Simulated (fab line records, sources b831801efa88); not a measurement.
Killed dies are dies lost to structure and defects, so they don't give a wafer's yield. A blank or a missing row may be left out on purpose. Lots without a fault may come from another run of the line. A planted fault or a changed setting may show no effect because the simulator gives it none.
fab line records | flow gf180mcu
record lots=6 wafers=18 last_day=34
route steps=602 shown M2@366
lots that met no fault: from a run of the same line without faults
start_h: hours from the record's first day to the start of the lot's first wafer shown | wait_h: hours since the lot's step before | " the same as in the row above | L1.1+2: a row that stands for several wafers | - no value, or no start given | * or withheld: withheld | < > ~ a bound
route shown NAME@n: a module of which the file shows steps, and the number in the route of the first | usual: mean/standard deviation of fault-free wafers | same: alike in all rows | chamber/n: place in a boat | sites: the reading at each site | _std_site: their standard deviation | _edge_site: outer sites' mean less inner sites' | radius_mm: how far each site lies from the wafer's centre | mask NAME#n: copy n | behind: the tool/chamber that last shaped the wafer | hold: why the lot was held/for how many hours/how that ended | device: the transistor (n, p or np) that didn't switch | end of line: the same wafers' tests at the end of the route | a step without rows: its recipe alone | killed: dies lost to structure and defects at the first sort, not the wafer's yield | map: a wafer's dies, x killed, . not, _ none there
set.NAME: the setting as run; set.NAME@STEP: as run at that earlier step | model.NAME: the simulator's own value behind a step, which no gauge read
lots at some steps of the route; a table a step, a row a wafer
services: from which hour (start_h, from the record's first day; less than 0 if before it) a tool's chamber was out of use, for how many hours, and why
## steps
# step GF_M2_SPUTTER_04
# recipe material=TiN target_thk_nm=50 power_w=6500 time_s=41.7 chamber_pressure_pa=0.4
# usual throttle_valve_pct=29.7/1.2
# columns lot.wafer tool chamber start_h wait_h throttle_valve_pct
L823.2 pvd_sputter-03 - 421.99 0.0 29.4
L823.3 " - " " 30.2
L823.5 " - " " 29.2
L828.1 pvd_sputter-04 - 465.32 0.0 27.9
L828.2 " - " " 29.5
L828.3 " - " " 31.8
L829.1 pvd_sputter-04 - 470.25 0.0 29.4
L829.2 " - " " 28.1
L829.3 " - " " 29.5
L833.1 pvd_sputter-01 - 515.31 0.0 29.1
L833.5 " - " " 29.1
L833.6 " - " " 30.9
L840.4 pvd_sputter-03 - 569.69 0.0 30.2
L840.5 " - " " 29.4
L840.6 " - " " 29.5
L844.1 pvd_sputter-01 - 603.80 0.0 29.1
L844.5 " - " " 31.4
L844.6 " - " " 30.1
# step GF_M2_RS_MEAS_05
# recipe thk_meas_gauge=four-point-probe reads=TiN_of_M2_SPUTTER_04+Ti_of_M2_SPUTTER_03+AlCu_of_M2_SPUTTER_02+TiN_of_M2_SPUTTER_01+Ti_of_M2_SPUTTER_00
# usual M2_ALCU_RS=0.0695/0.00083
# columns lot.wafer tool chamber start_h wait_h M2_ALCU_RS[ohm/sq]
L823.2 film_metro-01 - 422.05 0.0 0.0701
L823.3 " - " " 0.0701
L823.5 " - " " 0.0689
L828.1 film_metro-02 - 465.36 0.0 0.0682
L828.2 " - " " 0.0689
L828.3 " - " " 0.0684
L829.1 film_metro-02 - 470.29 0.0 0.0690
L829.2 " - " " 0.0691
L829.3 " - " " 0.0700
L833.1 film_metro-01 - 515.35 0.0 0.0687
L833.5 " - " " 0.0684
L833.6 " - " " 0.0696
L840.4 film_metro-02 - 569.79 0.1 0.0691
L840.5 " - " " 0.0688
L840.6 " - " " 0.0693
L844.1 film_metro-02 - 603.84 0.0 0.0703
L844.5 " - " " 0.0721
L844.6 " - " " 0.0714
# step GF_M2_THK_MEAS_06
# recipe thk_meas_gauge=xrf reads=AlCu_of_M2_SPUTTER_02
# usual M2_ALCU_THK=453/6
# columns lot.wafer tool chamber start_h wait_h M2_ALCU_THK[nm]
L823.2 film_metro-01 - 422.16 0.1 445
L823.3 " - " " 448
L823.5 " - " " 454
L828.1 film_metro-02 - 465.48 0.1 464
L828.2 " - " " 460
L828.3 " - " " 460
L829.1 film_metro-02 - 470.41 0.1 460
L829.2 " - " " 456
L829.3 " - " " 450
L833.1 film_metro-01 - 515.47 0.1 459
L833.5 " - " " 459
L833.6 " - " " 451
L840.4 film_metro-02 - 569.88 0.1 453
L840.5 " - " " 456
L840.6 " - " " 456
L844.1 film_metro-02 - 603.96 0.1 448
L844.5 " - " " 435
L844.6 " - " " 439
# step GF_M2_DEHYDRATE_07
# recipe temp_c=200 time_s=60
# step GF_M2_HMDS_08
# recipe prime_time_s=60 prime_temp_c=120
# step GF_M2_COAT_09
# recipe resist=KrF spin_rpm=withheld resist_thk_nm=1000
# step GF_M2_SOFTBAKE_10
# recipe temp_c=131.3 time_s=60 resist=KrF
# step GF_M2_EXPOSE_11
# recipe mask_id=Metal2 target_cd_nm=280 na=0.68 source_shape=conventional sigma_outer=0.6 dose_mj=28
# step GF_M2_PEB_12
# recipe peb_temp_c=135 peb_time_s=90 resist=KrF
# step GF_M2_DEVELOP_13
# recipe develop_time_s=60 dev_temp_c=21
# step GF_M2_CD_MEAS_14
# recipe target_cd_nm=280
# usual cd_nm=279.9/1.4
# columns lot.wafer tool chamber start_h wait_h cd_nm
L823.2 cd_sem-02 - 446.27 0.1 282.1
L823.3 " - " " 283.1
L823.5 " - " " 283.0
L828.1 cd_sem-02 - 488.55 0.1 280.7
L828.2 " - " " 279.1
L828.3 " - " " 280.0
L829.1 cd_sem-02 - 494.49 0.1 278.9
L829.2 " - " " 278.8
L829.3 " - " " 278.2
L833.1 cd_sem-01 - 538.70 0.1 280.1
L833.5 " - " " 279.8
L833.6 " - " " 281.3
L840.4 cd_sem-01 - 588.87 0.1 278.3
L840.5 " - " " 278.8
L840.6 " - " " 278.7
L844.1 cd_sem-02 - 623.71 0.1 279.9
L844.5 " - " " 279.6
L844.6 " - " " 279.8
# step GF_M2_OVL_MEAS_15
# usual M2_OVL=1/5.8
# columns lot.wafer tool chamber start_h wait_h M2_OVL[nm]
L823.2 overlay-02 - 446.37 0.1 -3
L823.3 " - " " -1
L823.5 " - " " -2
L828.1 overlay-01 - 488.67 0.1 2
L828.2 " - " " 0
L828.3 " - " " 7
L829.1 overlay-02 - 494.61 0.1 4
L829.2 " - " " -9
L829.3 " - " " 0
L833.1 overlay-02 - 538.82 0.1 7
L833.5 " - " " 2
L833.6 " - " " 0
L840.4 overlay-01 - 588.94 0.1 1
L840.5 " - " " 7
L840.6 " - " " 3
L844.1 overlay-01 - 623.83 0.1 9
L844.5 " - " " -4
L844.6 " - " " 4
# step GF_M2_METAL_ETCH_16
# recipe chemistry=Cl2/BCl3 mask_material=KrF target_depth_nm=627.5 stop_on=SiO2 pressure_mtorr=8 icp_w=800 bias_w=140 Cl2_flow_sccm=80 bcl3_flow_sccm=40 time_s=104.6
# usual drypump_motor_current_A=5.5/0.32 oes_product_au=0.970/0.0067 run_length_s=133.1/0.36 throttle_valve_pct=28.252/0.01
# columns lot.wafer tool chamber start_h wait_h drypump_motor_current_A oes_product_au rf_hours_counter_h run_length_s throttle_valve_pct model.M2.feature_depth_nm model.etch.depth_nm model.KrF_of_M2_COAT_09.thk_nm
L823.2 rie_metal-02 0 446.44 0.1 5.7 0.967 - 133.4 28.257 599 599 737.4
L823.3 " 0 " " 5.7 0.957 - 133.8 28.248 597.9 597.9 744.6
L823.5 " 0 " " 5.7 0.973 - 133.6 28.244 605.7 605.7 740.8
L828.1 rie_metal-01 1 488.70 0.0 5.9 1.008 2 118.8 28.235 541.3 541.3 764.3
L828.2 " 0 " " 5.8 0.986 11 118.3 28.219 532.1 532.1 771.6
L828.3 " 1 " " 5.9 1.007 - 118.4 28.216 540.7 540.7 770.6
L829.1 rie_metal-01 1 494.64 0.0 5.9 0.997 2 118.5 28.200 541.6 541.6 771.4
L829.2 " 0 " " 5.8 0.995 11 118.3 28.227 532 532 773
L829.3 " 1 " " 5.9 1.001 - 118.5 28.207 537 537 772.1
L833.1 rie_metal-03 1 538.85 0.0 5.4 0.964 0 133.3 28.261 593.3 593.3 750
L833.5 " 1 " " 5.4 0.965 - 133.3 28.263 597.2 597.2 748.4
L833.6 " 0 " " 5.1 0.969 - 132.6 28.262 600.9 600.9 739.5
L840.4 rie_metal-02 0 589.00 0.0 5.7 0.971 - 134.1 28.245 604.8 604.8 730.5
L840.5 " 0 " " 5.7 0.977 - 133.4 28.243 607.1 607.1 732.8
L840.6 " 1 " " 5.0 0.977 - 132.8 28.260 605.1 605.1 735.5
L844.1 rie_metal-01 1 623.86 0.0 6.0 0.966 6 133.2 28.243 597.7 597.7 731.2
L844.5 " 1 " " 6.0 0.955 - 133.3 28.243 588.2 588.2 727.9
L844.6 " 0 " " 5.8 0.972 - 132.7 28.263 591.3 591.3 733.6
# step GF_M2_STRIP_17
# recipe chemistry=O2/N2 power_w=1400 pressure_mtorr=1500 platen_temp_c=250 o2_flow_sccm=3000 n2_flow_sccm=300 overash_fraction=0.5
# usual drypump_motor_current_A=5.63/0.29 heater_power_w=331/30 oes_product_au=0.559/0.0055 strip_time_to_endpoint_s=7.90/0.042
# columns lot.wafer tool chamber start_h wait_h drypump_motor_current_A heater_power_w oes_product_au rf_hours_counter_h strip_time_to_endpoint_s
L823.2 plasma_asher-04 0 446.63 0.1 5.90 294 0.559 31 7.89
L823.3 " 1 " " 5.87 354 0.575 - 7.97
L823.5 " 1 " " 5.86 371 0.564 - 7.93
L828.1 plasma_asher-03 1 488.82 0.1 5.35 315 0.572 7 8.17
L828.2 " 0 " " 5.35 343 0.575 7 8.22
L828.3 " 1 " " 5.35 324 0.569 - 8.22
L829.1 plasma_asher-04 0 494.76 0.1 5.89 299 0.570 37 8.24
L829.2 " 1 " " 5.87 369 0.574 37 8.25
L829.3 " 0 " " 5.87 298 0.574 - 8.23
L833.1 plasma_asher-04 0 538.96 0.1 5.87 294 0.563 42 8.02
L833.5 " 1 " " 5.91 366 0.558 - 8.01
L833.6 " 0 " " 5.89 296 0.562 - 7.91
L840.4 plasma_asher-01 0 589.11 0.1 6.01 291 0.562 - 7.82
L840.5 " 1 " " 5.32 364 0.557 - 7.83
L840.6 " 0 " " 6.01 290 0.553 - 7.87
L844.1 plasma_asher-04 1 623.97 0.1 5.86 368 0.554 51 7.83
L844.5 " 1 " " 5.88 365 0.556 - 7.82
L844.6 " 0 " " 5.87 299 0.554 - 7.86
# step GF_M2_STRIP_18
# recipe chemistry=post_etch_residue_remover time_s=1200 temp_c=72.5
## services
# columns tool chamber start_h hours kind
plasma_asher-01 - 407.64 0.4 repair
rie_metal-01 1 410.32 - clean
rie_metal-01 1 410.32 11.4 scheduled_down
rie_metal-01 1 410.32 11.4 vent_cycle
pvd_sputter-01 2 410.35 - consumable_replace:kit
pvd_sputter-01 2 410.35 18.0 scheduled_down
pvd_sputter-01 2 410.35 18.0 vent_cycle
plasma_asher-03 - 421.25 9.0 pm
rie_metal-02 1 423.07 - clean
plasma_asher-04 - 423.49 0.6 repair
rie_metal-01 - 443.76 2.8 pm
plasma_asher-01 - 446.57 21.4 repair
rie_metal-03 0 452.22 3.4 repair
rie_metal-01 0 456.40 21.5 repair
rie_metal-01 0 529.86 5.3 repair
rie_metal-02 - 530.74 6.2 repair
rie_metal-01 0 535.15 - clean
rie_metal-01 0 535.15 18.3 scheduled_down
rie_metal-01 0 535.15 18.3 vent_cycle
plasma_asher-04 - 541.78 1.5 repair
rie_metal-03 - 546.48 1.8 repair
pvd_sputter-01 - 571.73 1.6 repair
rie_metal-01 - 592.58 1.5 repair
rie_metal-02 - 597.17 2.8 pm
## key
first_sign step=GF_M2_METAL_ETCH_16 reading=run_length_s direction=down sigmas=40 usual=* struck=*
effect step=GF_M2_METAL_ETCH_16 reading=oes_product_au direction=up sigmas=4.4 usual=0.970 struck=0.999
effect step=GF_M2_STRIP_17 reading=strip_time_to_endpoint_s direction=up sigmas=7.7 usual=* struck=*
model_effect step=GF_M2_METAL_ETCH_16 value=M2.feature_depth_nm without=607.2 struck=537.5
model_effect step=GF_PASSIVATION_PROBE_99 value=etest.met3_comb.over_limit without=0 struck=1
met_at GF_M2_METAL_ETCH_16
struck_wafers L828.1,L828.2,L828.3,L829.1,L829.2,L829.3
sort_left_out L828.1,L828.2,L828.3,L829.1,L829.2,L829.3
fault kind=process_parameter_drift tool=rie_metal-01 chamber=- onset_h=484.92 steps=GF_M2_METAL_ETCH_16 channel=time_s offset=* shape=step end_h=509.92 scope=struck_wafers_only acts_in=* stated=*
# sort_left_out: the simulated sort isn't trusted on such a fault, so these wafers' sort isn't shown, and their yield isn't known
